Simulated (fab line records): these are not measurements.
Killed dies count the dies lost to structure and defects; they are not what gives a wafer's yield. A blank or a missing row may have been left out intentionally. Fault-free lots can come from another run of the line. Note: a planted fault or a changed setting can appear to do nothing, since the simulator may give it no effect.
Lot-split experiment    flow sky130    route with 708 steps; 5 lots, 23 wafers read

== ON THE SPLIT ==
At SKY_LDD_P_DEVELOP_06 (develop time 60 s), the setting dev-temp-c was moved away from the recipe's 23 C on 8 of the 23 wafers read, by -14.8% to +10.9%. All remaining wafers had this setting at the recipe value.

Between the split and the reading, the file records no step.

== THE READING ==
cd-nm (nm) at SKY_LDD_P_CD_MEAS_07, where the cd target is 380 nm. On this fab line, fault-free wafers typically give 381.6 nm with a standard deviation of 2.8 nm.

wafer   tool, chamber at the split  dev-temp-c as run, C  against the recipe  cd-nm, nm  against lot-mates on the recipe
L077.1  litho-track-01, 0           23                    recipe              386.3      -
L077.4  litho-track-01, 0           23                    recipe              381.4      -
L077.6  litho-track-01, 0           23                    recipe              382.3      -
L078.1  litho-track-01, 0           19.59                 -14.8%              390.9      +8.9
L078.2  litho-track-01, 0           23                    recipe              381.0      -
L078.4  litho-track-01, 0           19.59                 -14.8%              393.8      +11.8
L078.5  litho-track-01, 0           23                    recipe              382.4      -
L078.6  litho-track-01, 0           23                    recipe              382.7      -
L081.1  litho-track-01, 0           23                    recipe              380.8      -
L081.2  litho-track-01, 0           23                    recipe              380.6      -
L081.3  litho-track-01, 0           23                    recipe              381.5      -
L081.4  litho-track-01, 0           23                    recipe              379.4      -
L081.5  litho-track-01, 0           23                    recipe              378.5      -
L082.2  litho-track-01, 0           23                    recipe              383.7      -
L082.3  litho-track-01, 0           23                    recipe              382.9      -
L082.4  litho-track-01, 0           25.51                 +10.9%              373.9      -9.4
L082.5  litho-track-01, 0           25.51                 +10.9%              377.0      -6.3
L082.6  litho-track-01, 0           25.51                 +10.9%              374.2      -9.1
L083.1  litho-track-02, 0           21.68                 -5.7%               384.2      +4.2
L083.3  litho-track-02, 0           23                    recipe              381.3      -
L083.4  litho-track-02, 0           23                    recipe              378.6      -
L083.5  litho-track-02, 0           21.68                 -5.7%               383.3      +3.3
L083.6  litho-track-02, 0           21.68                 -5.7%               384.1      +4.1

FIT RESULTS
A straight line over all 23 wafers: cd-nm changes by -0.64 nm for each +1% of dev-temp-c; r = -0.91; the points scatter about the line by 1.9 nm.
The same after taking each lot's own level away (the mean of its wafers on the recipe; 23 wafers): -0.721 nm for each +1%; r = -0.96; scatter 1.3 nm.
Per that fit: largest dev-temp-c move, reading shift of 11 nm.
From 379.95 to 383.33 nm: that is the span of the lots' own levels, equal to 1.2 times the standard deviation above.
Thus the slope moves with the lot-to-lot level: the two fits are different.
Check: for one of the wafers moved furthest among these (-14.8%), held out of the fit, the line's prediction against its lot-mates is +11.2 nm. Against them it came out at +8.87 nm.

== ADDITIONAL SPLITS CARRIED BY THESE WAFERS ==
Note: prior to the reading, these wafers also went through further splits. Each is held against what the fit with the lots' levels taken away leaves over:
other split on the same wafers        wafers away from the commonest value  r with cd-nm (lot level and that fit taken away)
SKY_POLY_GATE_SOFTBAKE_09 temp-c      7                                     +0.25
SKY_POLY_GATE_OXIDATION_20 ox-time-s  18                                    +0.00
SKY_LDD_N_IMPLANT_10 energy-kev       8                                     +0.12

== THE FILE'S OWN FIT ==
cd-nm changes by -0.713 nm for each +1% of dev-temp-c, r = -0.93.
